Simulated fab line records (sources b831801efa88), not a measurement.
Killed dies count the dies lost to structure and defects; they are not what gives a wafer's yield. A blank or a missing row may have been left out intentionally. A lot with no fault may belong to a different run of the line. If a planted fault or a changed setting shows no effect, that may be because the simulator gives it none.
Which of the tools did it? || flow gf180mcu || 12 lots with 36 wafers sampled at 6 steps, on a route of 602 steps

## WHAT EACH GAUGE READ, for each wafer
GF_LVPWELL_TW_MEAS_11.
{"lot": "L226", "measured": "day 3 21:52", "on": "film metro-03", "LVPWELL_TW": "550 550 549"}
{"lot": "L231", "measured": "day 5 00:38", "on": "film metro-01", "LVPWELL_TW": "556 558 558"}
{"lot": "L232", "measured": "day 5 06:52", "on": "film metro-03", "LVPWELL_TW": "554 551 552"}
{"lot": "L233", "measured": "day 5 11:34", "on": "film metro-03", "LVPWELL_TW": "546 548 548"}
{"lot": "L234", "measured": "day 5 17:39", "on": "film metro-03", "LVPWELL_TW": "547 546 550"}
{"lot": "L235", "measured": "day 5 22:32", "on": "film metro-01", "LVPWELL_TW": "554 555 557"}
{"lot": "L236", "measured": "day 6 07:06", "on": "film metro-01", "LVPWELL_TW": "561 558 557"}
{"lot": "L238", "measured": "day 6 17:39", "on": "film metro-02", "LVPWELL_TW": "561 563 562"}
{"lot": "L239", "measured": "day 6 20:28", "on": "film metro-01", "LVPWELL_TW": "558 560 562"}
{"lot": "L242", "measured": "day 7 16:31", "on": "film metro-03", "LVPWELL_TW": "562 559 566"}
{"lot": "L243", "measured": "day 7 22:35", "on": "film metro-02", "LVPWELL_TW": "577 575 576"}
{"lot": "L246", "measured": "day 8 13:33", "on": "film metro-01", "LVPWELL_TW": "572 569 573"}

GF_VT_IMPLANT_RS_MEAS_48: uses a four-point probe to measure.
{"lot": "L226", "measured": "day 7 13:16", "on": "film metro-03", "LVPWELL_RS (ohm/sq)": "1197 1198 1198"}
{"lot": "L231", "measured": "day 8 21:18", "on": "film metro-02", "LVPWELL_RS (ohm/sq)": "1199 1196 1191"}
{"lot": "L232", "measured": "day 9 05:56", "on": "film metro-03", "LVPWELL_RS (ohm/sq)": "1199 1201 1204"}
{"lot": "L233", "measured": "day 9 12:01", "on": "film metro-02", "LVPWELL_RS (ohm/sq)": "1201 1199 1199"}
{"lot": "L234", "measured": "day 9 19:30", "on": "film metro-02", "LVPWELL_RS (ohm/sq)": "1196 1194 1197"}
{"lot": "L235", "measured": "day 10 00:37", "on": "film metro-03", "LVPWELL_RS (ohm/sq)": "1200 1202 1199"}
{"lot": "L236", "measured": "day 10 12:13", "on": "film metro-02", "LVPWELL_RS (ohm/sq)": "1198 1192 1198"}
{"lot": "L238", "measured": "day 11 01:57", "on": "film metro-03", "LVPWELL_RS (ohm/sq)": "1194 1194 1193"}
{"lot": "L239", "measured": "day 11 03:56", "on": "film metro-02", "LVPWELL_RS (ohm/sq)": "1197 1198 1196"}
{"lot": "L242", "measured": "day 12 04:38", "on": "film metro-02", "LVPWELL_RS (ohm/sq)": "1162 1167 1166"}
{"lot": "L243", "measured": "day 12 09:05", "on": "film metro-02", "LVPWELL_RS (ohm/sq)": "1170 1176 1171"}
{"lot": "L246", "measured": "day 13 04:44", "on": "film metro-03", "LVPWELL_RS (ohm/sq)": "1177 1175 1168"}

GF_M3_RS_MEAS_05: uses a four-point probe to measure.
{"lot": "L226", "measured": "day 20 07:25", "on": "film metro-01", "M3_ALCU_RS (ohm/sq)": "0.0728 0.0723 0.0718"}
{"lot": "L231", "measured": "day 22 03:10", "on": "film metro-02", "M3_ALCU_RS (ohm/sq)": "0.0694 0.0683 0.0683"}
{"lot": "L232", "measured": "day 22 15:01", "on": "film metro-02", "M3_ALCU_RS (ohm/sq)": "0.0709 0.0705 0.0711"}
{"lot": "L233", "measured": "day 23 03:20", "on": "film metro-02", "M3_ALCU_RS (ohm/sq)": "0.0731 0.0731 0.0740"}
{"lot": "L234", "measured": "day 23 08:34", "on": "film metro-02", "M3_ALCU_RS (ohm/sq)": "0.0699 0.0693 0.0697"}
{"lot": "L235", "measured": "day 23 11:59", "on": "film metro-04", "M3_ALCU_RS (ohm/sq)": "0.0725 0.0717 0.0736"}
{"lot": "L236", "measured": "day 24 05:22", "on": "film metro-04", "M3_ALCU_RS (ohm/sq)": "0.0715 0.0704 0.0712"}
{"lot": "L238", "measured": "day 24 23:43", "on": "film metro-04", "M3_ALCU_RS (ohm/sq)": "0.0722 0.0712 0.0719"}
{"lot": "L239", "measured": "day 25 04:29", "on": "film metro-01", "M3_ALCU_RS (ohm/sq)": "0.0699 0.0701 0.0710"}
{"lot": "L242", "measured": "day 26 07:07", "on": "film metro-01", "M3_ALCU_RS (ohm/sq)": "0.0722 0.0721 0.0726"}
{"lot": "L243", "measured": "day 26 09:13", "on": "film metro-02", "M3_ALCU_RS (ohm/sq)": "0.0706 0.0703 0.0708"}
{"lot": "L246", "measured": "day 27 06:50", "on": "film metro-01", "M3_ALCU_RS (ohm/sq)": "0.0712 0.0708 0.0711"}

## WHAT TOOL EACH LOT RAN ON (gives the tool, then ch and the chambers of the sampled wafers, and finally the start)
{"lot": "L226", "GF_LVPWELL_IMPLANT_09": "implanter-02 ch 0, day 3 21:38", "GF_V2_ETCH_17": "rie diel-04 ch 1,3, day 20 07:20 or earlier", "GF_M3_SPUTTER_03": "pvd sputter-02, day 20 07:20"}
{"lot": "L231", "GF_LVPWELL_IMPLANT_09": "implanter-01 ch 0, day 5 00:23", "GF_V2_ETCH_17": "rie diel-02 ch 0,1,3, day 22 03:06 or earlier", "GF_M3_SPUTTER_03": "pvd sputter-03, day 22 03:06"}
{"lot": "L232", "GF_LVPWELL_IMPLANT_09": "implanter-02 ch 0, day 5 06:37", "GF_V2_ETCH_17": "rie diel-01 ch 0,3, day 22 14:58 or earlier", "GF_M3_SPUTTER_03": "pvd sputter-03, day 22 14:58"}
{"lot": "L233", "GF_LVPWELL_IMPLANT_09": "implanter-01 ch 0, day 5 11:20", "GF_V2_ETCH_17": "rie diel-02 ch 0,2,3, day 23 03:15 or earlier", "GF_M3_SPUTTER_03": "pvd sputter-02, day 23 03:15"}
{"lot": "L234", "GF_LVPWELL_IMPLANT_09": "implanter-04 ch 0, day 5 17:24", "GF_V2_ETCH_17": "rie diel-02 ch 0,1,2, day 23 08:31 or earlier", "GF_M3_SPUTTER_03": "pvd sputter-01, day 23 08:31"}
{"lot": "L235", "GF_LVPWELL_IMPLANT_09": "implanter-04 ch 0, day 5 22:17", "GF_V2_ETCH_17": "rie diel-01 ch 2,3, day 23 11:55 or earlier", "GF_M3_SPUTTER_03": "pvd sputter-02, day 23 11:55"}
{"lot": "L236", "GF_LVPWELL_IMPLANT_09": "implanter-02 ch 0, day 6 06:52", "GF_V2_ETCH_17": "rie diel-02 ch 1,2, day 24 05:17 or earlier", "GF_M3_SPUTTER_03": "pvd sputter-02, day 24 05:17"}
{"lot": "L238", "GF_LVPWELL_IMPLANT_09": "implanter-01 ch 0, day 6 17:24", "GF_V2_ETCH_17": "rie diel-02 ch 1,2,3, day 24 23:39 or earlier", "GF_M3_SPUTTER_03": "pvd sputter-02, day 24 23:39"}
{"lot": "L239", "GF_LVPWELL_IMPLANT_09": "implanter-04 ch 0, day 6 20:14", "GF_V2_ETCH_17": "rie diel-01 ch 2,3, day 25 04:23 or earlier", "GF_M3_SPUTTER_03": "pvd sputter-01, day 25 04:23"}
{"lot": "L242", "GF_LVPWELL_IMPLANT_09": "implanter-01 ch 0, day 7 16:18", "GF_V2_ETCH_17": "rie diel-04 ch 0,3, day 26 07:01 or earlier", "GF_M3_SPUTTER_03": "pvd sputter-02, day 26 07:01"}
{"lot": "L243", "GF_LVPWELL_IMPLANT_09": "implanter-01 ch 0, day 7 22:20", "GF_V2_ETCH_17": "rie diel-04 ch 0,1,2, day 26 09:09 or earlier", "GF_M3_SPUTTER_03": "pvd sputter-01, day 26 09:09"}
{"lot": "L246", "GF_LVPWELL_IMPLANT_09": "implanter-01 ch 0, day 8 13:18", "GF_V2_ETCH_17": "rie diel-01 ch 0,1,3, day 27 06:46 or earlier", "GF_M3_SPUTTER_03": "pvd sputter-03, day 27 06:46"}
- GF_LVPWELL_IMPLANT_09
- GF_V2_ETCH_17: etches SiO2 in C4F8/O2/Ar, stops on TiN, target depth 630 nm.
- GF_M3_SPUTTER_03: material Ti, target thk 10 nm, time 6.7 s.

## AS READ BY THE TOOLS THEMSELVES (means over the sampled wafers that have a number; for cases with no such wafer, the mark the record gives instead)
GF_LVPWELL_IMPLANT_09.
{"lot": "L226", "tool": "implanter-02", "beam on s (s)": 10.14, "dose ions cm2": 5e+12, "tilt deg (degrees)": -0.012}
{"lot": "L231", "tool": "implanter-01", "beam on s (s)": 10.10, "dose ions cm2": 5e+12, "tilt deg (degrees)": 0.004}
{"lot": "L232", "tool": "implanter-02", "beam on s (s)": 10.14, "dose ions cm2": 5e+12, "tilt deg (degrees)": 0.015}
{"lot": "L233", "tool": "implanter-01", "beam on s (s)": 9.98, "dose ions cm2": 5e+12, "tilt deg (degrees)": 0.001}
{"lot": "L234", "tool": "implanter-04", "beam on s (s)": 10.18, "dose ions cm2": 5e+12, "tilt deg (degrees)": -0.001}
{"lot": "L235", "tool": "implanter-04", "beam on s (s)": 10.03, "dose ions cm2": 5e+12, "tilt deg (degrees)": -0.007}
{"lot": "L236", "tool": "implanter-02", "beam on s (s)": 10.01, "dose ions cm2": 5e+12, "tilt deg (degrees)": -0.006}
{"lot": "L238", "tool": "implanter-01", "beam on s (s)": 9.98, "dose ions cm2": 5e+12, "tilt deg (degrees)": -0.021}
{"lot": "L239", "tool": "implanter-04", "beam on s (s)": 10.16, "dose ions cm2": 5e+12, "tilt deg (degrees)": 0.014}
{"lot": "L242", "tool": "implanter-01", "beam on s (s)": 9.94, "dose ions cm2": 5e+12, "tilt deg (degrees)": 5.652}
{"lot": "L243", "tool": "implanter-01", "beam on s (s)": 9.97, "dose ions cm2": 5e+12, "tilt deg (degrees)": 5.642}
{"lot": "L246", "tool": "implanter-01", "beam on s (s)": 10.06, "dose ions cm2": 5e+12, "tilt deg (degrees)": 5.613}

GF_V2_ETCH_17.
{"lot": "L226", "tool": "rie diel-04", "oes product au (a.u.)": 0.854}
{"lot": "L231", "tool": "rie diel-02", "oes product au (a.u.)": 0.855}
{"lot": "L232", "tool": "rie diel-01", "oes product au (a.u.)": 0.856}
{"lot": "L233", "tool": "rie diel-02", "oes product au (a.u.)": 0.854}
{"lot": "L234", "tool": "rie diel-02", "oes product au (a.u.)": 0.858}
{"lot": "L235", "tool": "rie diel-01", "oes product au (a.u.)": 0.852}
{"lot": "L236", "tool": "rie diel-02", "oes product au (a.u.)": 0.855}
{"lot": "L238", "tool": "rie diel-02", "oes product au (a.u.)": 0.857}
{"lot": "L239", "tool": "rie diel-01", "oes product au (a.u.)": 0.855}
{"lot": "L242", "tool": "rie diel-04", "oes product au (a.u.)": 0.856}
{"lot": "L243", "tool": "rie diel-04", "oes product au (a.u.)": 0.855}
{"lot": "L246", "tool": "rie diel-01", "oes product au (a.u.)": 0.856}

GF_M3_SPUTTER_03.
{"lot": "L226", "tool": "pvd sputter-02", "throttle valve pct (%)": 30.2}
{"lot": "L231", "tool": "pvd sputter-03", "throttle valve pct (%)": 31.0}
{"lot": "L232", "tool": "pvd sputter-03", "throttle valve pct (%)": 29.8}
{"lot": "L233", "tool": "pvd sputter-02", "throttle valve pct (%)": 29.8}
{"lot": "L234", "tool": "pvd sputter-01", "throttle valve pct (%)": 29.9}
{"lot": "L235", "tool": "pvd sputter-02", "throttle valve pct (%)": 30.1}
{"lot": "L236", "tool": "pvd sputter-02", "throttle valve pct (%)": 30.3}
{"lot": "L238", "tool": "pvd sputter-02", "throttle valve pct (%)": 30.7}
{"lot": "L239", "tool": "pvd sputter-01", "throttle valve pct (%)": 30.4}
{"lot": "L242", "tool": "pvd sputter-02", "throttle valve pct (%)": 30.5}
{"lot": "L243", "tool": "pvd sputter-01", "throttle valve pct (%)": 30.2}
{"lot": "L246", "tool": "pvd sputter-03", "throttle valve pct (%)": 29.6}

## THE ANSWER, worked out from the rows above alone
Rule: what is usual is taken from the lots themselves. Put in order of their means at a reading, lots are off if they are a third of the lots or fewer, leave a main group of 4 or more, and stand apart from it by a gap of 3 or more times the standard deviation of the main group's means; of several such gaps the widest counts. Not used: any main group whose means are identical at the precision the tables above print for the reading. A lot without any number at a reading at which 4 lots or more have one is off too. The other lots that the step has rows for count as sound. Order of review: gauges by route order, followed by the tools' own readings, for which a lot's mean as printed above is used. At the first step where some lot is off, the reading lying furthest off is the one used; lots without a number count as furthest.
Off: at GF_VT_IMPLANT_RS_MEAS_48 (LVPWELL_RS), L242, L243, L246. Mean 1197 ohm/sq and standard deviation 2.4 in the main group.
If a tool, at a process step before that reading, ran all the lots that are off and no sound lot after the first of them, it fits. Not tried: the gauges at GF_VT_IMPLANT_RS_MEAS_48; whatever is off there is also off at GF_LVPWELL_IMPLANT_09, on other tools, and gauge error can't account for it. One candidate fits, namely implanter-01 at GF_LVPWELL_IMPLANT_09. Its last sound lot is L238 (day 6 17:24), its first lot that is off L242 (day 7 16:18): a fault that began between those two fits.
The tool's own readings at GF_LVPWELL_IMPLANT_09 bear it out: on the lots that are off they differ by more than 5 times the standard deviation of the sound lots' means. tilt deg reads 5.636 degrees there against -0.001 degrees on the sound lots.

## WHAT THE SIMULATOR HAD PUT IN
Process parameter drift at GF_LVPWELL_IMPLANT_09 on implanter-01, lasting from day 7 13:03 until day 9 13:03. A move of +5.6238 in setting tilt deg, from 0. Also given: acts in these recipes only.
Shown lots that were struck: L242, L243, L246. This agrees with what the rule above found.
